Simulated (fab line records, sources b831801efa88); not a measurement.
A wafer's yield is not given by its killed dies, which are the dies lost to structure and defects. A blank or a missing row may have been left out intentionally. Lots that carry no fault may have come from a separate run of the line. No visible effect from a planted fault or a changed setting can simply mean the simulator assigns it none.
Matching of chambers | flow sfq line | 3 sister chambers for SFQ_TRILAYER_I6_DEP_PECVD_165 on pecvd-01
The step deposits SiO2 from SiH4/N2O, time 111.11 s, target thk 500 nm. 14 wafers are shown with their chamber, then 7 later ones without.

WAFERS WITH THEIR CHAMBER
wafer  | chamber | throttle valve pct (%) | heater power w (W) | showerhead vpp V (V)
L859.2 | 0       | 22.3                   | 96                 | 804
L859.4 | 0       | 22.4                   | 102                | 821
L859.5 | 1       | 23.7                   | 83                 | 854
L863.1 | 2       | 23.4                   | 77                 | 819
L863.4 | 0       | 22.5                   | 112                | 829
L863.5 | 2       | 23.4                   | 78                 | 826
L866.2 | 0       | 22.7                   | 111                | 818
L866.3 | 1       | 23.9                   | 89                 | 852
L866.6 | 1       | 24.1                   | 90                 | 844
L867.1 | 1       | 24.0                   | 73                 | 863
L867.3 | 2       | 23.4                   | 77                 | 827
L867.4 | 2       | 23.7                   | 80                 | 828
L871.2 | 2       | 23.8                   | 76                 | 834
L871.4 | 2       | 23.8                   | 82                 | 838

SIGNATURES (averages over the wafers above)
reading            | chamber 0 | chamber 1 | chamber 2 | scatter within a chamber
throttle valve pct | 22.475    | 23.925    | 23.583    | 0.187
heater power w     | 105.25    | 83.75     | 78.33     | 5.9
showerhead vpp V   | 818.00    | 853.25    | 828.67    | 8.14
Rule: a wafer lies at a distance from a chamber equal to the root of the sum of squares, over the readings, of (its reading less the chamber's mean, divided by the reading's scatter). If the next closest chamber is less than 2 further off than the closest, the wafer can't be placed; otherwise it belongs to the closest. The scatter: the root of (the sum of the squares of (reading less its chamber's mean) over the shown wafers, divided by (wafers less chambers)).

WAFERS WITHOUT THEIR CHAMBER
wafer  | throttle valve pct (%) | heater power w (W) | showerhead vpp V (V)
L871.5 | 24.2                   | 88                 | 851
L873.1 | 24.2                   | 88                 | 879
L873.5 | 23.6                   | 85                 | 823
L873.6 | 24.1                   | 90                 | 867
L876.1 | 23.9                   | 82                 | 826
L876.3 | 22.5                   | 112                | 823
L876.5 | 24.4                   | 82                 | 850

WHICH CHAMBER EACH ONE RAN IN
wafer  | from the rows above     | in truth
L871.5 | 1                       | 1
L873.1 | 1                       | 1
L873.5 | 2                       | 2
L873.6 | 1                       | 1
L876.1 | can't be placed: 2 or 1 | 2
L876.3 | 0                       | 0
L876.5 | 1                       | 1
6 of 7 placed correctly. These rows do not allow placing 1 (true chamber among the candidates in 1). Placed wrongly: 0.
